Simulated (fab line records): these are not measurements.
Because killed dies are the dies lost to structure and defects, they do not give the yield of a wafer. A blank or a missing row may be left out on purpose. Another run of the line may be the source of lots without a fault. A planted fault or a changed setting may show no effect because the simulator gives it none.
fab line records	flow sky130
record: lots: 6	wafers: 18	last_day: 51
route steps=708 shown POLY_CUT@312 SD_P@320 PAD_OPEN@708
lots with no fault: from the same line, run without faults
start_h: the number of hours between the record's first day and the start of the first shown wafer of the lot	wait_h: time in hours since the lot's previous step	" as in the row above	L1.1+2: a row that stands for several wafers	- either no value or no given start	* or withheld: withheld	< > ~ a bound
route shown NAME@n: a module of which the file shows steps, and the number in the route of the first	usual: average and standard deviation across the fault-free wafers	same: alike in all rows	chamber/n: place in a boat	sites: the reading at each site	_std_site: the values' standard deviation	_edge_site: inner sites' mean taken away from outer sites' mean	radius_mm: how far each site lies from the wafer's centre	mask NAME#n: copy n	behind: the tool/chamber that last shaped the wafer	hold: why the lot was held/for how many hours/how that ended	device: the n, p or np transistor that did not switch	end of line: the route-end tests of the same wafers	a step with no rows: only its recipe	killed: count of dies lost to structure and defects at first sort (not the wafer's yield)	map: dies across one wafer; x = killed, . = not, _ = none there
set.NAME: the setting the step ran with; set.NAME@STEP: the setting that earlier step ran with	model.NAME: the simulator's own value behind a step, which no gauge read
certain route steps with their lots: each step a table, each wafer a row
services: from which hour (start_h, from the record's first day; less than 0 if before it) a tool's chamber was out of use, for how many hours, and why
== steps ==
step: SKY_POLY_CUT_EXPOSE_05
recipe: mask_id: NPCM	na: 0.8	source_shape: annular	sigma_inner: 0.55	sigma_outer: 0.85	target_cd_nm: 270	dose_mj: 32
step: SKY_POLY_CUT_PEB_06
recipe: peb_temp_c: withheld	peb_time_s: withheld	resist: KrF-thick
step: SKY_POLY_CUT_DEVELOP_07
recipe: develop_time_s: 60	resist: KrF-thick	dev_temp_c: 21
step: SKY_POLY_CUT_CD_MEAS_08
recipe: target_cd_nm: 270
usual: cd_nm: 269.7/1.8
lot.wafer	tool	chamber	start_h	wait_h	cd_nm
L178.1	cd_sem-02	-	577.59	-	270.8
L178.5	"	-	"	"	271.2
L178.6	"	-	"	"	270.4
L181.1	cd_sem-01	-	605.16	-	272.8
L181.4	"	-	"	"	271.4
L181.5	"	-	"	"	272.7
L182.1	cd_sem-01	-	611.56	-	266.7
L182.2	"	-	"	"	266.2
L182.6	"	-	"	"	267.0
L183.3	cd_sem-02	-	620.23	-	271.7
L183.5	"	-	"	"	271.1
L183.6	"	-	"	"	270.9
L197.1	cd_sem-01	-	732.54	-	268.7
L197.3	"	-	"	"	269.7
L197.6	"	-	"	"	269.0
L201.1	cd_sem-01	-	763.42	-	272.0
L201.3	"	-	"	"	271.9
L201.5	"	-	"	"	271.1
step: SKY_POLY_CUT_OVL_MEAS_09
usual: POLY_CUT_OVL: -2/5.9
lot.wafer	tool	chamber	start_h	wait_h	POLY_CUT_OVL[nm]
L178.1	overlay-02	-	577.71	0.1	-4
L178.5	"	-	"	"	-1
L178.6	"	-	"	"	-2
L181.1	overlay-01	-	605.28	0.1	0
L181.4	"	-	"	"	-5
L181.5	"	-	"	"	-8
L182.1	overlay-01	-	611.68	0.1	0
L182.2	"	-	"	"	2
L182.6	"	-	"	"	-4
L183.3	overlay-01	-	620.32	0.1	-3
L183.5	"	-	"	"	-2
L183.6	"	-	"	"	12
L197.1	overlay-02	-	732.66	0.1	7
L197.3	"	-	"	"	7
L197.6	"	-	"	"	5
L201.1	overlay-01	-	763.54	0.1	1
L201.3	"	-	"	"	-8
L201.5	"	-	"	"	1
step: SKY_POLY_CUT_ETCH_10
recipe: chemistry: N2/H2	target: BARC	ion_energy_ev: 200	source_w: 500	bias_w: 100	pressure_mtorr: 30	n2_flow_sccm: 100	h2_flow_sccm: 200	stop_on: SiO2	time_s: 45.9	target_depth_a: 600
usual: drypump_motor_current_A: 5.8/0.43	n2_flow_sccm: 100.00/0.28	oes_product_au: 0.854/0.0045	throttle_valve_pct: 13.226/0.0089
lot.wafer	tool	chamber	start_h	wait_h	drypump_motor_current_A	n2_flow_sccm	oes_product_au	rf_hours_counter_h	throttle_valve_pct
L178.1	rie_diel-01	2	577.74	0.0	6.7	100.27	0.853	2	13.210
L178.5	"	3	"	"	5.7	100.35	0.856	-	13.235
L178.6	"	2	"	"	6.7	99.63	0.862	-	13.211
L181.1	rie_diel-03	1	605.31	0.0	6.4	99.90	0.863	1	13.227
L181.4	"	0	"	"	5.9	99.79	0.860	9	13.222
L181.5	"	1	"	"	6.4	100.24	0.854	-	13.229
L182.1	rie_diel-01	2	611.71	0.0	6.7	100.14	0.858	3	13.226
L182.2	"	3	"	"	5.7	100.12	0.854	12	13.237
L182.6	"	3	"	"	5.7	99.40	0.866	-	13.226
L183.3	rie_diel-01	2	620.36	0.0	6.7	99.72	0.857	-	13.220
L183.5	"	3	"	"	5.7	100.24	0.862	-	13.216
L183.6	"	2	"	"	6.7	100.12	0.856	-	13.205
L197.1	rie_diel-01	1	732.69	0.0	5.9	100.35	0.866	14	13.218
L197.3	"	3	"	"	5.7	100.08	0.858	16	13.224
L197.6	"	1	"	"	5.9	100.19	0.863	-	13.232
L201.1	rie_diel-03	3	763.57	0.0	5.3	100.14	0.849	35	13.219
L201.3	"	0	"	"	5.9	100.15	0.851	11	13.225
L201.5	"	0	"	"	5.9	99.41	0.855	-	13.215
step: SKY_POLY_CUT_ETCH_11
recipe: target: Si3N4	chemistry: CF4/CH2F2/Ar	stop_on: poly-Si	source_w: 600	bias_w: 150	pressure_mtorr: 40	cf4_flow_sccm: 40	ch2f2_flow_sccm: 20	Ar_flow_sccm: 150	time_s: 42.5	target_depth_a: 600
usual: cf4_flow_sccm: 39.99/0.11	ch2f2_flow_sccm: 20.00/0.061	drypump_motor_current_A: 5.8/0.42	oes_product_au: 0.828/0.0061	throttle_valve_pct: 14.997/0.009
lot.wafer	tool	chamber	start_h	wait_h	cf4_flow_sccm	ch2f2_flow_sccm	drypump_motor_current_A	oes_product_au	rf_hours_counter_h	throttle_valve_pct
L178.1	rie_diel-01	2	577.78	0.0	40.22	19.99	6.7	0.837	2	14.989
L178.5	"	3	"	"	39.97	19.99	5.7	0.838	-	14.988
L178.6	"	2	"	"	40.06	20.07	6.6	0.835	-	15.003
L181.1	rie_diel-03	1	605.36	0.0	40.10	19.98	6.4	0.834	1	15.005
L181.4	"	0	"	"	40.11	20.05	5.9	0.833	9	14.987
L181.5	"	1	"	"	40.05	20.08	6.4	0.829	-	14.994
L182.1	rie_diel-01	2	611.78	0.0	40.08	20.10	6.7	0.829	3	14.982
L182.2	"	3	"	"	40.05	19.95	5.7	0.828	12	14.994
L182.6	"	3	"	"	40.15	19.93	5.7	0.835	-	14.994
L183.3	rie_diel-01	2	620.43	0.0	39.94	19.99	6.7	0.825	-	15.009
L183.5	"	3	"	"	39.99	20.01	5.7	0.834	-	15.009
L183.6	"	2	"	"	40.03	20.05	6.7	0.825	-	14.983
L197.1	rie_diel-01	1	732.74	0.0	40.01	20.08	5.9	0.825	14	14.994
L197.3	"	3	"	"	40.04	20.02	5.7	0.820	16	15.011
L197.6	"	1	"	"	40.08	20.01	5.9	0.826	-	15.003
L201.1	rie_diel-03	3	763.62	0.0	40.22	19.92	5.3	0.826	35	14.994
L201.3	"	0	"	"	39.82	20.02	5.9	0.819	11	14.994
L201.5	"	0	"	"	39.96	20.01	5.9	0.823	-	15.003
step: SKY_POLY_CUT_STRIP_12
recipe: chemistry: O2/N2	power_w: 1400	pressure_mtorr: 1500	platen_temp_c: withheld	o2_flow_sccm: 3000	n2_flow_sccm: 300	overash_fraction: 0.5
usual: drypump_motor_current_A: 5.76/0.25	n2_flow_sccm: 300.0/0.81	oes_product_au: 0.452/0.0044	strip_time_to_endpoint_s: 5.363/0.016
lot.wafer	tool	chamber	start_h	wait_h	drypump_motor_current_A	n2_flow_sccm	oes_product_au	rf_hours_counter_h	strip_time_to_endpoint_s
L178.1	plasma_asher-01	1	577.82	0.0	5.79	299.7	0.457	89	5.370
L178.5	"	0	"	"	5.99	299.2	0.449	-	5.368
L178.6	"	1	"	"	5.81	299.3	0.453	-	5.359
L181.1	plasma_asher-02	1	605.40	0.0	5.61	298.8	0.451	78	5.328
L181.4	"	0	"	"	6.05	300.1	0.456	-	5.348
L181.5	"	0	"	"	6.11	300.5	0.454	-	5.353
L182.1	plasma_asher-02	0	611.84	0.0	6.08	300.4	0.452	79	5.375
L182.2	"	1	"	"	5.59	300.1	0.458	79	5.375
L182.6	"	0	"	"	6.09	300.1	0.459	-	5.368
L183.3	plasma_asher-03	1	620.50	0.1	5.60	299.5	0.448	-	5.370
L183.5	"	0	"	"	5.32	300.5	0.452	-	5.374
L183.6	"	1	"	"	5.61	299.1	0.451	-	5.364
L197.1	plasma_asher-02	1	732.78	0.0	5.61	299.4	0.462	91	5.360
L197.3	"	1	"	"	5.62	300.6	0.449	-	5.379
L197.6	"	1	"	"	5.63	299.6	0.447	-	5.364
L201.1	plasma_asher-03	1	763.66	0.0	5.59	300.1	0.456	63	5.347
L201.3	"	1	"	"	5.58	299.7	0.453	-	5.363
L201.5	"	0	"	"	5.33	299.6	0.455	-	5.340
step: SKY_SD_P_DEHYDRATE_00
recipe: temp_c: 200	time_s: 60
step: SKY_SD_P_HMDS_01
recipe: prime_time_s: 60	prime_temp_c: 120
step: SKY_SD_P_COAT_02
recipe: resist: NOVOLAK	spin_rpm: 3000	resist_thk_nm: 1140
step: SKY_SD_P_SOFTBAKE_03
recipe: temp_c: 90	time_s: 60	resist: NOVOLAK
step: SKY_SD_P_EXPOSE_04
recipe: mask_id: PSDM	na: 0.6	source_shape: conventional	sigma_outer: 0.6	polarization: unpolarized	target_cd_nm: 380	dose_mj: 138
usual: focus_offset_nm: -0.1/0.55
lot.wafer	tool	chamber	start_h	wait_h	mask	focus_offset_nm	model.SD_P.overlay_x_nm
L178.1	iline_stepper-01	0	592.26	-	PSDM#0	-0.4	0.1927
L178.5	"	0	"	"	PSDM#0	0.3	0.1927
L178.6	"	0	"	"	PSDM#0	0.1	0.1927
L181.1	iline_stepper-02	0	619.96	-	PSDM#0	-0.9	-0.7345
L181.4	"	0	"	"	PSDM#0	-0.1	-0.7345
L181.5	"	0	"	"	PSDM#0	0.3	-0.7345
L182.1	iline_stepper-02	0	626.38	-	PSDM#0	-0.1	141.2
L182.2	"	0	"	"	PSDM#0	-0.5	141.2
L182.6	"	0	"	"	PSDM#0	-1.1	141.2
L183.3	iline_stepper-02	0	635.68	-	PSDM#0	-0.2	141.1
L183.5	"	0	"	"	PSDM#0	-1.0	141.1
L183.6	"	0	"	"	PSDM#0	-0.8	141.1
L197.1	iline_stepper-01	0	746.18	-	PSDM#0	-0.1	-0.5442
L197.3	"	0	"	"	PSDM#0	0.1	-0.5442
L197.6	"	0	"	"	PSDM#0	-0.1	-0.5442
L201.1	iline_stepper-01	0	777.04	-	PSDM#0	-0.3	-0.1827
L201.3	"	0	"	"	PSDM#0	-0.2	-0.1827
L201.5	"	0	"	"	PSDM#0	0.0	-0.1827
step: SKY_SD_P_PEB_05
recipe: temp_c: withheld	time_s: *	resist: NOVOLAK
step: SKY_SD_P_DEVELOP_06
recipe: resist: NOVOLAK	developer: TMAH	develop_time_s: 60	dev_temp_c: 23
step: SKY_SD_P_CD_MEAS_07
recipe: target_cd_nm: 380
usual: cd_nm: 380/3
lot.wafer	tool	chamber	start_h	wait_h	cd_nm
L178.1	cd_sem-02	-	607.01	0.1	381
L178.5	"	-	"	"	383
L178.6	"	-	"	"	382
L181.1	cd_sem-02	-	635.16	0.1	377
L181.4	"	-	"	"	376
L181.5	"	-	"	"	375
L182.1	cd_sem-02	-	641.31	0.1	380
L182.2	"	-	"	"	380
L182.6	"	-	"	"	380
L183.3	cd_sem-01	-	648.90	0.1	381
L183.5	"	-	"	"	380
L183.6	"	-	"	"	381
L197.1	cd_sem-01	-	759.81	0.1	382
L197.3	"	-	"	"	382
L197.6	"	-	"	"	383
L201.1	cd_sem-01	-	790.89	0.1	377
L201.3	"	-	"	"	379
L201.5	"	-	"	"	376
step: SKY_SD_P_OVL_MEAS_08
usual: SD_P_OVL: 1.1/1.3
lot.wafer	tool	chamber	start_h	wait_h	SD_P_OVL[nm]
L178.1	overlay-01	-	607.13	0.1	-0.4
L178.5	"	-	"	"	-0.4
L178.6	"	-	"	"	1.4
L181.1	overlay-01	-	635.28	0.1	0.8
L181.4	"	-	"	"	0.0
L181.5	"	-	"	"	0.3
L182.1	overlay-02	-	641.44	0.1	141.1
L182.2	"	-	"	"	142.0
L182.6	"	-	"	"	142.8
L183.3	overlay-02	-	648.99	0.1	144.7
L183.5	"	-	"	"	141.7
L183.6	"	-	"	"	143.9
L197.1	overlay-02	-	759.93	0.1	-0.7
L197.3	"	-	"	"	-0.5
L197.6	"	-	"	"	-1.2
L201.1	overlay-01	-	791.01	0.1	1.4
L201.3	"	-	"	"	1.3
L201.5	"	-	"	"	1.2
step: SKY_SD_P_IMPLANT_09
recipe: species: BF2	energy_kev: 20	dose_cm2: 3e+15	tilt_deg: 0
step: SKY_PAD_OPEN_PROBE_99
usual: killed_at_M0_to_M3: 43/7.3	killed_at_M4_up: 3.2/1.9	killed_at_contacts: 24/5.5	killed_at_front_end: 15/4.7	killed_at_other: 0.5/0.75	killed_dies: 85/9.5	killed_open: 46/7	killed_short: 38/7.4
same: gross_dies: 492	killed_at_back_side: 0
lot.wafer	tool	chamber	start_h	wait_h	killed_at_M0_to_M3	killed_at_M4_up	killed_at_contacts	killed_at_front_end	killed_at_other	killed_dies	killed_open	killed_short	model.etest.res_pdiff.line_ohm_um	model.etest.res_high_po.line_ohm_um	model.etest.res_high_po.width_nm	model.etest.res_pdiff.width_nm
L178.1	prober-01	-	1098.83	0.1	47	5	24	13	0	89	50	39	1390	749.7	350.6	142.2
L178.5	prober-01	-	1099.03	0.2	38	6	27	19	0	90	53	37	1380	746.9	350.6	142.6
L178.6	prober-01	-	1099.08	0.2	43	3	12	27	0	85	52	33	1401	724.5	346.5	142.1
L181.1	prober-02	-	1117.13	0.1	33	3	28	26	0	90	38	52	1363	758	346	144.5
L181.4	prober-02	-	1117.28	0.2	44	3	19	24	1	91	50	41	1347	763.3	347.4	145.8
L181.5	prober-02	-	1117.33	0.2	49	4	25	14	1	93	55	38	1336	767.2	345.6	146.3
L182.1	prober-01	-	1127.78	0.1	42	4	27	36	1	110	46	48	1575	826.7	316.8	127.4
L182.2	prober-01	-	1127.83	0.1	50	0	19	34	0	103	43	40	1558	818.8	318.2	129.5
L182.6	prober-01	-	1128.03	0.2	35	1	26	43	1	106	40	36	1563	809.5	317.8	129
L183.3	prober-02	-	1128.54	0.2	40	3	20	49	1	113	35	37	1532	822.2	319.1	128.5
L183.5	prober-02	-	1128.64	0.2	45	6	21	33	0	105	45	37	1569	787.7	320.2	126.7
L183.6	prober-02	-	1128.69	0.2	39	2	19	55	0	115	53	27	1569	819.2	320.6	128.3
L197.1	prober-01	-	1201.84	0.1	43	3	22	14	0	82	44	37	1382	720	352	143.5
L197.3	prober-01	-	1201.94	0.2	39	2	24	14	0	79	51	27	1373	729.3	350.5	145.2
L197.6	prober-01	-	1202.09	0.2	41	7	24	18	1	91	41	50	1370	735.9	350.2	143.9
L201.1	prober-02	-	1217.88	0.1	40	0	33	11	1	85	54	31	1387	749.8	352.1	145.2
L201.3	prober-02	-	1217.98	0.2	45	2	18	10	1	76	40	35	1372	744.3	354.5	145.4
L201.5	prober-02	-	1218.08	0.2	42	2	25	17	0	86	43	43	1406	757.1	354.6	143.1
killed by level:class
L178.1 CONTACT:geometric_particle:open=12 VIA2:geometric_particle:open=11 VIA2:geometric_particle:short=6 METAL1:geometric_particle:short=6 VIA1:geometric_particle:open=6 LI_CONTACT:geometric_particle:open=5 VIA3:geometric_particle:open=5 FIELD_ISO:geometric_particle:short=4
L178.5 CONTACT:geometric_particle:open=11 VIA1:geometric_particle:open=11 POLY_GATE:geometric_particle:open=9 LI_CONTACT:geometric_particle:open=6 VIA2:geometric_particle:open=6 FIELD_ISO:geometric_particle:short=5 METAL2:geometric_particle:short=5 LI_CONTACT:geometric_particle:short=4
L178.6 VIA1:geometric_particle:open=10 FIELD_ISO:geometric_particle:open=9 VIA3:geometric_particle:open=8 FIELD_ISO:geometric_particle:short=7 VIA2:geometric_particle:open=6 POLY_GATE:geometric_particle:open=5 POLY_GATE:geometric_particle:short=4 VIA1:geometric_particle:short=4
L181.1 CONTACT:geometric_particle:open=12 POLY_GATE:geometric_particle:short=10 FIELD_ISO:geometric_particle:short=7 VIA3:geometric_particle:short=6 VIA1:geometric_particle:open=6 LI_CONTACT:geometric_particle:open=5 FIELD_ISO:geometric_particle:open=4 LOCAL_INTERCONNECT:geometric_particle:short=4
L181.4 FIELD_ISO:geometric_particle:short=10 LI_CONTACT:geometric_particle:open=10 VIA1:geometric_particle:open=10 VIA2:geometric_particle:open=6 CONTACT:geometric_particle:open=6 METAL1:geometric_particle:short=6 FIELD_ISO:geometric_particle:open=5 POLY_GATE:geometric_particle:open=5
L181.5 VIA1:geometric_particle:open=10 VIA3:geometric_particle:open=10 CONTACT:geometric_particle:open=8 POLY_GATE:geometric_particle:open=6 LI_CONTACT:geometric_particle:open=5 CONTACT:geometric_particle:short=5 METAL1:geometric_particle:short=5 VIA1:geometric_particle:short=5
L182.1 SD_P:overlay=16 VIA1:geometric_particle:open=11 CONTACT:geometric_particle:open=8 LI_CONTACT:geometric_particle:open=6 LOCAL_INTERCONNECT:geometric_particle:short=5 VIA1:geometric_particle:short=5 VIA2:geometric_particle:short=5 VIA3:geometric_particle:open=5
L182.2 SD_P:overlay=20 VIA1:geometric_particle:open=10 VIA2:geometric_particle:open=9 CONTACT:geometric_particle:open=7 METAL1:geometric_particle:short=7 VIA1:geometric_particle:short=6 FIELD_ISO:geometric_particle:short=5 LI_CONTACT:geometric_particle:open=4
L182.6 SD_P:overlay=29 CONTACT:geometric_particle:open=11 VIA1:geometric_particle:open=7 LOCAL_INTERCONNECT:geometric_particle:short=6 POLY_GATE:geometric_particle:short=4 VIA3:geometric_particle:open=4 LI_CONTACT:geometric_particle:open=4 METAL1:geometric_particle:short=4
L183.3 SD_P:overlay=39 VIA1:geometric_particle:open=9 LI_CONTACT:geometric_particle:open=6 METAL1:geometric_particle:short=5 VIA2:geometric_particle:open=5 POLY_GATE:geometric_particle:short=4 LOCAL_INTERCONNECT:geometric_particle:short=4 CONTACT:geometric_particle:short=4
L183.5 SD_P:overlay=23 VIA2:geometric_particle:open=10 VIA1:geometric_particle:short=9 CONTACT:geometric_particle:open=8 VIA1:geometric_particle:open=7 METAL3:geometric_particle:short=6 LI_CONTACT:geometric_particle:short=5 LI_CONTACT:geometric_particle:open=5
L183.6 SD_P:overlay=34 VIA1:geometric_particle:open=10 POLY_GATE:geometric_particle:open=8 VIA2:geometric_particle:open=8 CONTACT:geometric_particle:open=8 LI_CONTACT:geometric_particle:open=7 VIA3:geometric_particle:short=5 FIELD_ISO:geometric_particle:open=4
L197.1 VIA2:geometric_particle:open=9 LI_CONTACT:geometric_particle:open=8 CONTACT:geometric_particle:open=8 VIA1:geometric_particle:open=8 METAL3:geometric_particle:short=7 FIELD_ISO:geometric_particle:short=5 VIA3:geometric_particle:open=5 CONTACT:geometric_particle:short=4
L197.3 LI_CONTACT:geometric_particle:open=11 VIA1:geometric_particle:open=9 VIA3:geometric_particle:open=9 CONTACT:geometric_particle:open=6 VIA2:geometric_particle:open=6 METAL1:geometric_particle:short=5 FIELD_ISO:geometric_particle:open=3 FIELD_ISO:geometric_particle:short=3
L197.6 VIA1:geometric_particle:open=10 LI_CONTACT:geometric_particle:open=8 VIA1:geometric_particle:short=7 VIA3:geometric_particle:open=6 METAL1:geometric_particle:short=5 LOCAL_INTERCONNECT:geometric_particle:short=5 METAL4:geometric_particle:short=5 POLY_GATE:geometric_particle:short=4
L201.1 CONTACT:geometric_particle:open=12 VIA1:geometric_particle:open=11 CONTACT:geometric_particle:short=10 VIA2:geometric_particle:open=9 VIA3:geometric_particle:open=7 LI_CONTACT:geometric_particle:open=6 LOCAL_INTERCONNECT:geometric_particle:short=4 FIELD_ISO:geometric_particle:short=3
L201.3 CONTACT:geometric_particle:open=9 VIA2:geometric_particle:open=7 VIA3:geometric_particle:open=6 VIA1:geometric_particle:open=5 METAL1:geometric_particle:short=5 VIA1:geometric_particle:short=5 FIELD_ISO:geometric_particle:open=4 METAL2:geometric_particle:short=4
L201.5 FIELD_ISO:geometric_particle:short=8 VIA1:geometric_particle:open=8 CONTACT:geometric_particle:open=7 VIA3:geometric_particle:open=7 METAL1:geometric_particle:short=7 CONTACT:geometric_particle:short=6 LI_CONTACT:geometric_particle:open=5 METAL2:geometric_particle:short=5
map L182.1 (x killed, . not)
__________.....x...._________
________...xx...xx...._______
______...x....x....x...._____
_____..xxx..x.....x...x..____
____..x..x..xx...........x___
___.x...x.....x..x..x..x.x.__
__x..x.x.x.x...x.....x...xx._
_.xx.......xxx...........xx..
_...x....xx..........x...x...
_.....x....x......x..........
_.xx..xxxxx.x....x..x.......x
_....x...............xx......
_x..x....x.x.x....x.......x..
_x....x......x..x..........x.
_...x..........x.x.....xx....
__x......x....xx..........x._
___..x..x..x......xx..x....__
____..x....x......xx....x.___
_____x..x..x..xx....x....____
______...x....xx...x...._____
________x............._______
__________..x....x.._________
map L183.6 (x killed, . not)
__________.....x...x_________
________x............x_______
______.x...xx....xx....._____
_____xx..............x.xx____
____.xx....x.x...x........___
___.x...x......xxx.........__
__.........xx..x....xx.x.x.x_
_.........x......xxx.x......x
_.......x...xx....x...xx....x
_.......x....x.....x....x..x.
_.....x.x....x......xxx.x..x.
_...x.......x.x.x..x..x..x.x.
_..........x.x......x.x...xx.
_.x..x.xx.......x..x.x...x...
_............x.x........x....
__................x..x..x.x._
___.x..x...................__
____..x..x..xxx..x.x.x....___
_____x.....xx..x.......x.____
______.x..xx.x....xx...._____
________..x.x.......xx_______
__________x....x..x._________
== services ==
tool	chamber	start_h	hours	kind
plasma_asher-03	-	557.30	4.6	repair
plasma_asher-02	-	560.83	20.5	repair
rie_diel-01	0	598.40	-	clean
rie_diel-01	0	598.40	22.9	scheduled_down
rie_diel-01	0	598.40	22.9	vent_cycle
rie_diel-01	1	610.47	16.4	repair
rie_diel-01	2	621.78	13.1	repair
rie_diel-01	0	642.46	20.5	repair
iline_stepper-02	-	655.93	1.7	pm
iline_stepper-02	-	659.80	29.5	repair
plasma_asher-02	-	669.32	1.7	repair
iline_stepper-01	-	685.20	1.7	pm
iline_stepper-02	-	688.06	6.1	repair
iline_stepper-01	-	694.14	2.1	pm
rie_diel-01	1	695.43	18.0	repair
iline_stepper-02	-	696.22	4.4	pm
plasma_asher-01	-	716.47	2.8	pm
iline_stepper-02	-	722.68	2.7	repair
rie_diel-01	2	724.37	16.2	repair
plasma_asher-01	-	733.67	12.8	repair
plasma_asher-01	-	746.46	9.0	pm
rie_diel-03	0	747.85	9.0	repair
iline_stepper-02	-	768.49	13.8	repair
rie_diel-01	-	776.49	0.3	repair
== key ==
first_sign: step: SKY_SD_P_OVL_MEAS_08	reading: SD_P_OVL	direction: up	sigmas: 99+	usual: 1.1	struck: 142.7
effect: step: SKY_PAD_OPEN_PROBE_99	reading: killed_at_front_end	direction: up	sigmas: 5.7	usual: 15	struck: 42
model_effect: step: SKY_SD_P_EXPOSE_04	value: SD_P.overlay_x_nm	without: 0.4716	struck: 141.2
model_effect: step: SKY_PAD_OPEN_PROBE_99	value: etest.res_pdiff.line_ohm_um	without: 1391	struck: 1561
more_kills_born_at: SKY_SD_P_EXPOSE_04@iline_stepper-02: 161
met_at SKY_SD_P_EXPOSE_04
struck_wafers L182.1,L182.2,L182.6,L183.3,L183.5,L183.6
tester_left_out L182,L183
onset_between 619.96 626.38
fault: kind: scanner_matching_overlay	tool: iline_stepper-02	chamber: -	onset_h: 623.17	steps: SKY_SD_P_EXPOSE_04	offset: 140.72
tester_left_out: of these lots the tester's yield and bins aren't shown, on N5 and GAA mostly nor the transistor test; their killed dies are dies lost to structure and defects alone, not to doping, threshold or leakage, so they don't give the yield
